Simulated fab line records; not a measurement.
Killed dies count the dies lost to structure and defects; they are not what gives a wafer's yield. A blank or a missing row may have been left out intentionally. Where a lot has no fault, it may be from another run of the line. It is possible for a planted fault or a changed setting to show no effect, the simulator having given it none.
Shared-tool check || flow gf180mcu || 42 wafers sampled across 12 lots

== REASON FOR OPENING ==
GF_VT_IMPLANT_RS_MEAS_48, reading LVPWELL_RS: flagged on 2 of 12 lots. No-fault wafers: 1197 ohm/sq, standard deviation 3.1.
Rule: a lot is flagged when every wafer of it that has a number lies more than 4 standard deviations from that mean, or none has a number. All remaining lots are regarded as sound.

{"lot": "L615", "measured": "day 7 20:56", "on": "film_metro-04", "LVPWELL_RS (ohm/sq), wafer by wafer": "1198 1196 1198", "flag": ""}
{"lot": "L616", "measured": "day 8 08:15", "on": "film_metro-01", "LVPWELL_RS (ohm/sq), wafer by wafer": "1193 1194 1194", "flag": ""}
{"lot": "L618", "measured": "day 8 15:38", "on": "film_metro-04", "LVPWELL_RS (ohm/sq), wafer by wafer": "1194 1192 1196", "flag": ""}
{"lot": "L619", "measured": "day 8 23:10", "on": "film_metro-01", "LVPWELL_RS (ohm/sq), wafer by wafer": "1201 1200 1200", "flag": ""}
{"lot": "L622", "measured": "day 9 21:44", "on": "film_metro-01", "LVPWELL_RS (ohm/sq), wafer by wafer": "1191 1194 1192", "flag": ""}
{"lot": "L625", "measured": "day 10 16:29", "on": "film_metro-02", "LVPWELL_RS (ohm/sq), wafer by wafer": "1201 1201 1201", "flag": ""}
{"lot": "L626", "measured": "day 11 00:49", "on": "film_metro-02", "LVPWELL_RS (ohm/sq), wafer by wafer": "1195 1193 1193", "flag": ""}
{"lot": "L629", "measured": "day 11 18:56", "on": "film_metro-04", "LVPWELL_RS (ohm/sq), wafer by wafer": "1245 1243 1242 1245 1243 1240", "flag": "FLAGGED"}
{"lot": "L630", "measured": "day 12 01:34", "on": "film_metro-01", "LVPWELL_RS (ohm/sq), wafer by wafer": "1245 1245 1250 1247 1246 1247", "flag": "FLAGGED"}
{"lot": "L633", "measured": "day 12 22:16", "on": "film_metro-04", "LVPWELL_RS (ohm/sq), wafer by wafer": "1195 1199 1197", "flag": ""}
{"lot": "L635", "measured": "day 13 13:05", "on": "film_metro-02", "LVPWELL_RS (ohm/sq), wafer by wafer": "1200 1195 1197", "flag": ""}
{"lot": "L636", "measured": "day 13 17:15", "on": "film_metro-02", "LVPWELL_RS (ohm/sq), wafer by wafer": "1200 1197 1200", "flag": ""}
On average the flagged lots' numbers are 1245 ohm/sq, which is +48 ohm/sq against the usual, or +15 standard deviations.

== TOOL THAT RAN EACH LOT ==
The record holds 3 process steps before the reading, out of a route of 602 steps. Every cell lists first the tool, next ch and the chambers used by the sampled wafers, and last the start.
{"lot": "L615", "flag": "", "GF_STI_ETCH_13": "rie_diel-04 ch 0,1,3, day 2 06:58", "GF_STI_ETCH_14": "rie_si-02 ch 0,1,3, day 2 07:03", "GF_LVPWELL_IMPLANT_08": "implanter-02 ch 0, day 4 02:02"}
{"lot": "L616", "flag": "", "GF_STI_ETCH_13": "rie_diel-01 ch 1,2, day 2 15:31", "GF_STI_ETCH_14": "rie_si-02 ch 0,2,3, day 2 15:36", "GF_LVPWELL_IMPLANT_08": "implanter-01 ch 0, day 4 13:02"}
{"lot": "L618", "flag": "", "GF_STI_ETCH_13": "rie_diel-01 ch 1,2,3, day 2 22:07", "GF_STI_ETCH_14": "rie_si-01 ch 0,1,3, day 2 22:12", "GF_LVPWELL_IMPLANT_08": "implanter-02 ch 0, day 4 19:14"}
{"lot": "L619", "flag": "", "GF_STI_ETCH_13": "rie_diel-04 ch 0,1,3, day 3 02:46", "GF_STI_ETCH_14": "rie_si-01 ch 1,2, day 3 02:51", "GF_LVPWELL_IMPLANT_08": "implanter-03 ch 0, day 5 00:38"}
{"lot": "L622", "flag": "", "GF_STI_ETCH_13": "rie_diel-04 ch 1,2, day 3 18:52", "GF_STI_ETCH_14": "rie_si-02 ch 1,2,3, day 3 18:57", "GF_LVPWELL_IMPLANT_08": "implanter-01 ch 0, day 5 19:25"}
{"lot": "L625", "flag": "", "GF_STI_ETCH_13": "rie_diel-04 ch 0,1,2, day 4 10:04", "GF_STI_ETCH_14": "rie_si-01 ch 1,2,3, day 4 10:09", "GF_LVPWELL_IMPLANT_08": "implanter-03 ch 0, day 6 11:17"}
{"lot": "L626", "flag": "", "GF_STI_ETCH_13": "rie_diel-04 ch 2,3, day 4 16:28", "GF_STI_ETCH_14": "rie_si-02 ch 2,3, day 4 16:33", "GF_LVPWELL_IMPLANT_08": "implanter-01 ch 0, day 6 17:29"}
{"lot": "L629", "flag": "FLAGGED", "GF_STI_ETCH_13": "rie_diel-02 ch 0,2,3, day 5 08:13", "GF_STI_ETCH_14": "rie_si-01 ch 0,1,2, day 5 08:18", "GF_LVPWELL_IMPLANT_08": "implanter-02 ch 0, day 7 09:14"}
{"lot": "L630", "flag": "FLAGGED", "GF_STI_ETCH_13": "rie_diel-02 ch 0,1,3, day 5 12:49", "GF_STI_ETCH_14": "rie_si-01 ch 2,3, day 5 12:54", "GF_LVPWELL_IMPLANT_08": "implanter-02 ch 0, day 7 15:19"}
{"lot": "L633", "flag": "", "GF_STI_ETCH_13": "rie_diel-01 ch 0,1,3, day 6 04:22", "GF_STI_ETCH_14": "rie_si-02 ch 2,3, day 6 04:27", "GF_LVPWELL_IMPLANT_08": "implanter-01 ch 0, day 8 07:56"}
{"lot": "L635", "flag": "", "GF_STI_ETCH_13": "rie_diel-02 ch 0,2,3, day 6 14:16", "GF_STI_ETCH_14": "rie_si-01 ch 0,1,3, day 6 14:21", "GF_LVPWELL_IMPLANT_08": "implanter-03 ch 0, day 8 20:26"}
{"lot": "L636", "flag": "", "GF_STI_ETCH_13": "rie_diel-02 ch 0,1,3, day 6 19:46", "GF_STI_ETCH_14": "rie_si-01 ch 1,2,3, day 6 19:51", "GF_LVPWELL_IMPLANT_08": "implanter-01 ch 0, day 9 00:25"}
What the steps here do:
- GF_STI_ETCH_13: etches the open film in CHF3/O2, stops on Si, target depth 282.31 nm, time 112.9 s.
- GF_STI_ETCH_14: etches Si in HBr/Cl2/O2, target depth 360 nm, time 102.9 s.
- GF_LVPWELL_IMPLANT_08
- GF_VT_IMPLANT_RS_MEAS_48: measures by four-point-probe.

== FLAGGED OVER TOTAL, TOOL BY TOOL (the gauges that took the reading come last) ==
{"step": "GF_STI_ETCH_13", "tool": "rie_diel-01", "lots run": 3, "flagged": 0, "share of the flagged lots": "none", "sound lots run after its first flagged lot": "-"}
{"step": "GF_STI_ETCH_13", "tool": "rie_diel-02", "lots run": 4, "flagged": 2, "share of the flagged lots": "all", "sound lots run after its first flagged lot": "2 (L635,L636)"}
{"step": "GF_STI_ETCH_13", "tool": "rie_diel-04", "lots run": 5, "flagged": 0, "share of the flagged lots": "none", "sound lots run after its first flagged lot": "-"}
{"step": "GF_STI_ETCH_14", "tool": "rie_si-01", "lots run": 7, "flagged": 2, "share of the flagged lots": "all", "sound lots run after its first flagged lot": "2 (L635,L636)"}
{"step": "GF_STI_ETCH_14", "tool": "rie_si-02", "lots run": 5, "flagged": 0, "share of the flagged lots": "none", "sound lots run after its first flagged lot": "-"}
{"step": "GF_LVPWELL_IMPLANT_08", "tool": "implanter-01", "lots run": 5, "flagged": 0, "share of the flagged lots": "none", "sound lots run after its first flagged lot": "-"}
{"step": "GF_LVPWELL_IMPLANT_08", "tool": "implanter-02", "lots run": 4, "flagged": 2, "share of the flagged lots": "all", "sound lots run after its first flagged lot": 0}
{"step": "GF_LVPWELL_IMPLANT_08", "tool": "implanter-03", "lots run": 3, "flagged": 0, "share of the flagged lots": "none", "sound lots run after its first flagged lot": "-"}
{"step": "GF_VT_IMPLANT_RS_MEAS_48", "tool": "film_metro-01", "lots run": 4, "flagged": 1, "share of the flagged lots": "some", "sound lots run after its first flagged lot": 0}
{"step": "GF_VT_IMPLANT_RS_MEAS_48", "tool": "film_metro-02", "lots run": 4, "flagged": 0, "share of the flagged lots": "none", "sound lots run after its first flagged lot": "-"}
{"step": "GF_VT_IMPLANT_RS_MEAS_48", "tool": "film_metro-04", "lots run": 4, "flagged": 1, "share of the flagged lots": "some", "sound lots run after its first flagged lot": "1 (L633)"}

== WHAT THE TABLE PERMITS ==
All flagged lots were run by 3 table rows, namely rie_diel-02 at GF_STI_ETCH_13, rie_si-01 at GF_STI_ETCH_14, implanter-02 at GF_LVPWELL_IMPLANT_08.
- rie_diel-02 at GF_STI_ETCH_13: 2 of its 4 lots flagged. After the first flagged lot (L635, L636), sound lots still ran on it; a lasting fault on the whole tool would not permit that.
- rie_si-01 at GF_STI_ETCH_14: 2 of its 7 lots flagged. After the first flagged lot (L635, L636), sound lots still ran on it; a lasting fault on the whole tool would not permit that.
- implanter-02 at GF_LVPWELL_IMPLANT_08: 2 of its 4 lots flagged. A fault beginning between L618 (day 4 19:14), its last sound lot, and L629 (day 7 09:14), its first flagged one, fits the data. Its own readings (beam_energy_keV) fall more than 4 standard deviations out on all wafers of the flagged lots.
Left over: one tool, implanter-02 at GF_LVPWELL_IMPLANT_08.

== WHAT THE SIMULATOR HAD INSERTED ==
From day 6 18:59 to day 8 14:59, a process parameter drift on implanter-02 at GF_LVPWELL_IMPLANT_08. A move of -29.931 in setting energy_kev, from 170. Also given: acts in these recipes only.
Shown lots that were struck: L629, L630. The same result came from the rule above.
